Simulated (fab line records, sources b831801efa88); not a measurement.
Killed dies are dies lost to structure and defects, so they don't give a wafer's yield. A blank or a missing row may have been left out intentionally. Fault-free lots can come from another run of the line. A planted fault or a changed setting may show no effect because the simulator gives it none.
2 desks, one fault    flow sky130    each desk holds nothing but its own numbers, with what lay behind them at the end

== THE METROLOGY DESK ==
Means of the sampled wafers that have a number, per lot and without regard to the tool the lot ran on: this is what the gauges read. The brackets show how far a lot's mean lies from the usual mean; more than 4 standard deviations puts the lot out of limits, marked OUT.
Columns: A = VIA4_W_THK at SKY_VIA4_THK_MEAS_20, usual 515 nm; B = PASSIVATION_CVD_02_THK at SKY_PASSIVATION_THK_MEAS_03, usual 542 nm
lot   first seen here  A    B
L844  day 43 01:24     514  543
L845  day 43 02:08     518  539
L846  day 43 19:51     522  551
L847  day 43 21:52     510  535
L849  day 43 22:32     512  545
L850  day 44 17:17     530  536
L853  day 45 03:18     500  542
L852  day 45 05:43     515  544
L861  day 47 08:22     519  540
L863  day 48 05:13     521  546
L865  day 48 08:06     524  535
L864  day 48 09:52     495  529
L866  day 48 14:25     519  547
L867  day 48 15:59     529  547
Result from this desk: across the 14 lots, nothing is out of limits.

== AT THE TOOL OWNER'S DESK: pvd-sputter-01 ==
The tool's own readings at SKY_METAL3_SPUTTER_03 (material Ti, target thk 5 nm, time 3.3 s): means of the sampled wafers that have a number, for each lot that ran on this tool. The brackets show how far a lot's mean lies from the usual mean; more than 4 standard deviations puts the lot out of limits, marked OUT.
Columns: A = throttle-valve-pct at SKY_METAL3_SPUTTER_03, usual 29.9 %
lot   first seen here  A
L847  day 37 10:05     29.0
L849  day 37 11:03     30.8
L850  day 38 14:14     28.7
L852  day 39 00:13     31.6
L863  day 42 15:07     31.5
L864  day 42 19:11     29.7
L866  day 42 23:44     30.6
Result from this desk: across the 7 lots, nothing is out of limits.

== PUT TOGETHER ==
The metrology desk saw nothing out of limits.
The tool owner's desk saw nothing out of limits.

== WHAT THE SIMULATOR HAD PUT IN ==
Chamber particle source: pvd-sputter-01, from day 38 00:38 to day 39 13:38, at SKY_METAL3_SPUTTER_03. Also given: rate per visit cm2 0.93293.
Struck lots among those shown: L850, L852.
